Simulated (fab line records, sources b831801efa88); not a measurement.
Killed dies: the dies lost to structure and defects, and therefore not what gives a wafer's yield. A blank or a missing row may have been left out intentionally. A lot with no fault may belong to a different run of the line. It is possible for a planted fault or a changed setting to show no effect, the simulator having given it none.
What tool caused it? / flow gf180mcu / 18 wafers sampled from 6 lots at 1 step of a route of 602

== WHAT THE GAUGES READ, wafer by wafer ==
GF_HV_LDD_OVL_MEAS_47.
lot=L716; measured=day 13 02:17; on=overlay-02; HV_LDD_03_OVL (nm)=-1.2 -1.2 -1.5
lot=L719; measured=day 14 03:55; on=overlay-02; HV_LDD_03_OVL (nm)=-0.1 -0.8 0.5
lot=L724; measured=day 15 18:20; on=overlay-01; HV_LDD_03_OVL (nm)=0.7 0.3 -0.7
lot=L729; measured=day 17 16:11; on=overlay-02; HV_LDD_03_OVL (nm)=-2.9 1.2 0.9
lot=L732; measured=day 18 13:43; on=overlay-02; HV_LDD_03_OVL (nm)=-2.6 -1.5 -1.9
lot=L735; measured=day 19 16:52; on=overlay-02; HV_LDD_03_OVL (nm)=0.8 0.4 1.4

== WHICH TOOL RAN EACH LOT (tool, then ch and the chambers of the sampled wafers, then the start) ==
No process step before these readings appears in the record.

== THE ANSWER, worked out from the rows above alone ==
Rule: the lots themselves supply what counts as usual. The widest of any qualifying gaps counts: lots, ordered by their means at a reading, are off when they make up no more than a third of the lots, leave a main group of 4 or more, and stand apart from it by 3 or more times the standard deviation of that group's means. If all means in a main group match to the digits the tables above print for the reading, that group is not used. A lot without any number at a reading at which 4 lots or more have one is off too. Any other lot the step has rows for is counted as sound.
Nothing can be told from this: no lot is off at any reading shown.

== WHAT THE SIMULATOR HAD PUT IN ==
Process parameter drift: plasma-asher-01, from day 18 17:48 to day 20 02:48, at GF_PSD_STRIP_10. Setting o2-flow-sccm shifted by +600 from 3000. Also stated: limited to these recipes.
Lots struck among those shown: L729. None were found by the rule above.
